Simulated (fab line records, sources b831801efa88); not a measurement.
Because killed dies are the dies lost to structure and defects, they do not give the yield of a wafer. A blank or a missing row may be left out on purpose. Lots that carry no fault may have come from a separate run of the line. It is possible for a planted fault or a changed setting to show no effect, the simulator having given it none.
What tool caused it? | flow gf180mcu | 7 lots (21 wafers sampled), 1 step of a 602-step route

== WHAT EACH GAUGE READ, for each wafer ==
GF_CONTACT_CD_MEAS_14 targets a cd of 220 nm.
lot  | measured     | on        | cd_nm (nm)
L763 | day 16 17:07 | cd_sem-02 | 220.3 221.8 221.2
L766 | day 17 22:34 | cd_sem-02 | 223.0 221.9 222.9
L768 | day 18 13:38 | cd_sem-02 | 218.4 219.3 219.3
L774 | day 20 21:17 | cd_sem-02 | 220.8 221.0 221.0
L776 | day 21 16:50 | cd_sem-02 | 221.3 223.7 222.3
L778 | day 22 06:23 | cd_sem-01 | 218.3 218.7 217.7
L782 | day 23 13:30 | cd_sem-02 | 219.8 220.3 221.3

== WHAT TOOL EACH LOT RAN ON (gives the tool, then ch and the chambers of the sampled wafers, and finally the start) ==
The record shows no process step preceding these readings.

== THE ANSWER, worked out from the rows above alone ==
Rule: the usual values come from the lots themselves. The widest of any qualifying gaps counts: lots, ordered by their means at a reading, are off when they make up no more than a third of the lots, leave a main group of 4 or more, and stand apart from it by 3 or more times the standard deviation of that group's means. A main group whose means are all the same, to the digits that the tables above print for the reading, isn't used. Also off: a lot with no number at a reading for which 4 or more lots have one. Where the step has rows for the other lots, those lots are counted as sound.
No lot is off at any reading shown: from this, nothing can be told.

== WHAT HAD BEEN PUT IN BY THE SIMULATOR ==
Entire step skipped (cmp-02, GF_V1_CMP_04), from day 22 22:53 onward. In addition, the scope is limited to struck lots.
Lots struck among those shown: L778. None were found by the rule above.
